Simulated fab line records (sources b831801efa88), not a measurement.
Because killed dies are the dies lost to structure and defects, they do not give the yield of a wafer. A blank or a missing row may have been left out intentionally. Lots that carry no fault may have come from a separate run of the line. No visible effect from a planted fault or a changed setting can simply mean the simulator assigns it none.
A struck lot beside a sound one -- flow sky130 -- 15 steps out of a route of 708
Sound: wafers L525.4, L525.5, L525.6. Wafers L519.4, L519.5, L519.6 were the ones struck. The cause is named last.
At each step with rows: each side's tool, then ch and its chambers, then its first start. Under that, the readings that differ: sound wafers -- struck wafers -- difference of the means -- sigmas: that difference in standard deviations of wafers without a fault.
alike: readings with means less than 2 such deviations apart, plus words and numbers identical on both sides. not compared: withheld readings, readings lacking a value on some wafer, bounds such as >300 that could conceal the same value, and numbers that have no deviation in the record and whose values overlap.
Wherever a step has rows on one side only, a row that says differs or no value, or a row with sigmas, the two part there. Non-overlapping numbers with no deviation appear without sigmas and do not part them. A reading that every wafer of one side lacks parts them only if that side has two wafers or more.

first, 1 step without rows for these wafers: SKY_METAL1_DEVELOP_14 (develop time 60 s).
SKY_METAL1_CD_MEAS_15: the cd target is 140 nm.
  sound: cd-sem-02 at day 37 14:31; struck: cd-sem-02 at day 36 00:36
reading,sound,struck,difference,sigmas
cd-nm (nm),138.5 134.9 138.0,141.8 140.3 141.7,+4.1,+2
SKY_METAL1_OVL_MEAS_16:
  sound: overlay-01 at day 37 14:35; struck: overlay-02 at day 36 00:41
  alike: METAL1_OVL
SKY_METAL1_DESCUM_17: chemistry O2, time 8 s.
  sound on rie-metal-02 ch 0,1, day 37 14:37; struck on rie-metal-02 ch 0,1, day 36 00:43
  alike: drypump-motor-current-A, oes-product-au
  not compared: rf-hours-counter-h
SKY_METAL1_ETCH_18: etches BARC in N2/H2, stops on SiO2, time 45.9 s, target depth 60 nm.
  sound on rie-metal-02 ch 0,1, day 37 14:40; struck on rie-metal-02 ch 0,1, day 36 00:45
  alike: drypump-motor-current-A, oes-product-au, throttle-valve-pct
  not compared: rf-hours-counter-h
SKY_METAL1_METAL_ETCH_19: etches the open film in Cl2/BCl3, stops on SiO2, target depth 360 nm, time 78 s.
  sound on rie-metal-02 ch 0,1, day 37 14:44; struck on rie-metal-02 ch 0,1, day 36 00:49
  alike: drypump-motor-current-A, oes-product-au, throttle-valve-pct
  not compared: rf-hours-counter-h
SKY_METAL1_STRIP_20: strips in O2/N2.
  sound on plasma-asher-04 ch 0,1, day 37 14:50; struck on plasma-asher-04 ch 0,1, day 36 00:55
  alike: drypump-motor-current-A, o2-flow-sccm, oes-product-au, strip-time-to-endpoint-s
  not compared: rf-hours-counter-h
then, 4 steps without rows for these wafers: SKY_METAL1_STRIP_21 (strips in post etch residue remover, time 1200 s); SKY_METAL1_CLEAN_22 (cleans in IPA, time 180 s); SKY_METAL1_CLEAN_23 (cleans in O3/DIW); SKY_VIA1_HDPCVD_00 (deposits SiO2, target thk 1030 nm, time 171.7 s).
SKY_VIA1_THK_MEAS_01:
  sound: film-metro-03 at day 37 15:32; struck: film-metro-02 at day 36 01:37
  alike: VIA1_HDPCVD_THK
SKY_VIA1_CMP_02: polishes SiO2.
  sound on cmp-01 ch 1,2, day 37 15:34; struck on cmp-02 ch 1,2,3, day 36 01:45
  no value came back on the struck wafers for edge-zone-pressure-frac, head-pressure-psi (psi), motor-current-A (A); on the sound wafers edge-zone-pressure-frac reads 1.001 0.994 0.999
reading,sound,struck,difference,sigmas
model.SiO2_of_VIA1_HDPCVD_00.thk-nm (nm),344.3 344.1 345.3,1028 1030 1033,+686,
SKY_VIA1_BOW_MEAS_03:
  sound: film-metro-04 at day 37 15:55; struck: film-metro-03 at day 36 02:26
reading,sound,struck,difference,sigmas
VIA1_BOW (um),76 75 76,- - -,no value on the struck wafers,
  not compared: hold
SKY_PAD_OPEN_PROBE_99:
  sound wafers here have rows in the record (prober-01, day 49 10:56); struck ones have none

WHERE THEY PART
First at SKY_METAL1_CD_MEAS_15; last, within this record, at SKY_PAD_OPEN_PROBE_99.

WHY: whatever the simulator had introduced
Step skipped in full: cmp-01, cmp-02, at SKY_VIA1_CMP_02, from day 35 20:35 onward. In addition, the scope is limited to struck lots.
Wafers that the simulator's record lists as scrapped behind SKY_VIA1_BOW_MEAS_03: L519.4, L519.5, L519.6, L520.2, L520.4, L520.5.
